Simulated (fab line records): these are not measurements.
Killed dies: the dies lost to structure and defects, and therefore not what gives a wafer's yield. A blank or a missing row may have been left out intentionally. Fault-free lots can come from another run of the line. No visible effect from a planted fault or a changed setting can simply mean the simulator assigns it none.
A struck lot beside a sound one    flow sky130    27 steps out of a route of 708
Sound: these wafers, L427.2, L427.3, L427.5. Wafers struck: L442.1, L442.3, L442.4. At the end, the cause is stated.
Each step with rows lists, per side, the tool, then ch with its chambers, then its first start. Under that, the readings that differ: sound wafers    struck wafers    difference of the means    sigmas: that difference in standard deviations of wafers without a fault.
alike: a reading whose means differ by less than 2 such deviations, as well as words and numbers matching on both sides. not compared: withheld readings; readings where some wafer has no value; bounds like >300 that might hide an equal value; numbers whose values overlap and for which the record gives no deviation.
Wherever a step has rows on one side only, a row that says differs or no value, or a row with sigmas, the two part there. Non-overlapping numbers with no deviation appear without sigmas and do not part them. Lack of a reading on every wafer of one side parts them only where that side has two or more wafers.

first, 5 steps without rows for these wafers: SKY_VIA4_ETCH_12 (etches SiO2 in C4F8/O2/Ar, stops on TiN, target depth 580 nm); SKY_VIA4_STRIP_13 (strips in O2/N2); SKY_VIA4_STRIP_14 (strips in post etch residue remover, time 1200 s); SKY_VIA4_CLEAN_15 (cleans in IPA, time 180 s); SKY_VIA4_CLEAN_16 (cleans in O3/DIW).
SKY_VIA4_SPUTTER_17: material TiN, target thk 20 nm, time 80 s.
  sound: pvd sputter-03 at day 43 21:31; struck: pvd sputter-03 at day 47 10:13
  alike: throttle valve pct
then, 1 step without rows for these wafers: SKY_VIA4_CVD_18 (deposits W, target thk 505 nm, time 152.14 s).
SKY_VIA4_RS_MEAS_19: the measuring method here is four-point-probe.
  sound: film metro-04 at day 43 21:46; struck: film metro-04 at day 47 10:25
  alike: VIA4_W_RS
SKY_VIA4_THK_MEAS_20: measures by xrf.
  sound: film metro-04 at day 43 21:53; struck: film metro-04 at day 47 10:32
  alike: VIA4_W_THK
SKY_VIA4_CMP_21: polishes, stops on SiO2, t overpolish 25 s, target thk 0 nm.
  sound on cmp-02 ch 1,2, day 43 21:56; struck on cmp-02 ch 0,1,3, day 47 10:36
  alike: motor current A, overpolish run s, platen rpm, slurry filter dp kPa, time to endpoint s
then, 1 step without rows for these wafers: SKY_METAL5_SPUTTER_00 (material Ti, target thk 15 nm, time 10 s).
SKY_METAL5_SPUTTER_01: material TiN, target thk 20 nm, time 16.7 s.
  sound: pvd sputter-02 at day 43 22:15; struck: pvd sputter-02 at day 47 10:56
  alike: throttle valve pct
SKY_METAL5_SPUTTER_02: material AlCu, target thk 1150 nm, time 61.2 s.
  sound: pvd sputter-02 at day 43 22:17; struck: pvd sputter-02 at day 47 10:57
  alike: throttle valve pct
then, 2 steps without rows for these wafers: SKY_METAL5_SPUTTER_03 (material Ti, target thk 5 nm, time 3.455 s); SKY_METAL5_SPUTTER_04 (material TiN, target thk 70 nm, time 58.3 s).
SKY_METAL5_RS_MEAS_05: the measuring method here is four-point-probe.
  sound: film metro-02 at day 43 22:25; struck: film metro-03 at day 47 11:22
reading                  sound                    struck                   difference  sigmas
METAL5_ALCU_RS (ohm/sq)  0.02723 0.02684 0.02695  0.03227 0.03296 0.03306  +0.00576    +22
  not compared: hold
SKY_METAL5_THK_MEAS_06: measures by xrf.
  sound: film metro-02 at day 43 22:32; struck: film metro-03 at day 47 14:32
reading               sound           struck        difference  sigmas
METAL5_ALCU_THK (nm)  1163 1179 1176  1012 996 994  -172        -13
  not compared: hold
then, 6 steps without rows for these wafers: SKY_METAL5_HMDS_08 (prime time 60 s); SKY_METAL5_COAT_09 (resist thk 1800 nm); SKY_METAL5_SOFTBAKE_10 (time 60 s); SKY_METAL5_EXPOSE_11 (exposes mask MM5, target cd 1600 nm); SKY_METAL5_PEB_12; SKY_METAL5_DEVELOP_13 (develop time 60 s).
SKY_METAL5_DESCUM_14: chemistry O2, time 11 s.
  sound on rie metal-01 ch 0,1, day 44 21:04; struck on rie metal-04 ch 0,1, day 48 05:41
  alike: drypump motor current A, oes product au
  not compared: rf hours counter h
SKY_METAL5_METAL_ETCH_15: etches the open film in Cl2/BCl3, stops on SiO2, target depth 1260 nm, time 252 s.
  sound on rie metal-01 ch 0,1, day 44 21:07; struck on rie metal-04 ch 0,1, day 48 05:43
reading                sound              struck             difference  sigmas
oes product au (a.u.)  0.884 0.899 0.884  0.832 0.827 0.822  -0.062      -12
  alike: drypump motor current A, throttle valve pct
  not compared: rf hours counter h
SKY_METAL5_STRIP_16: strips in O2/N2.
  sound on plasma asher-02 ch 0,1, day 44 21:20; struck on plasma asher-01 ch 0,1, day 48 05:57
  alike: drypump motor current A, o2 flow sccm, oes product au, strip time to endpoint s
  not compared: rf hours counter h
SKY_PAD_OPEN_PROBE_99:
  sound: prober-02 at day 46 19:16; struck: prober-01 at day 49 20:21
reading                                     sound                           struck                      difference  sigmas
model.etest.met5.rs ohm sq rim less centre  0.0008494 -0.0006039 4.203e-05  0.008599 0.008916 0.008428  +0.008552   
  alike: defect limited yield, killed_at_M0_to_M3, killed_at_M4_up, killed at contacts, killed at front end, killed at other, killed dies, killed open, killed short, sort_bin_3_pad_short, sort_bin_5_function, sort_bin_6_memory, sort n pass, sort yield pct

## WHERE THEY PART
At SKY_METAL5_RS_MEAS_05 first; at SKY_METAL5_METAL_ETCH_15 last (within this record only). Later steps at which nothing parts them and some readings are alike: SKY_METAL5_STRIP_16, SKY_PAD_OPEN_PROBE_99.

WHY: what had been put in by the simulator
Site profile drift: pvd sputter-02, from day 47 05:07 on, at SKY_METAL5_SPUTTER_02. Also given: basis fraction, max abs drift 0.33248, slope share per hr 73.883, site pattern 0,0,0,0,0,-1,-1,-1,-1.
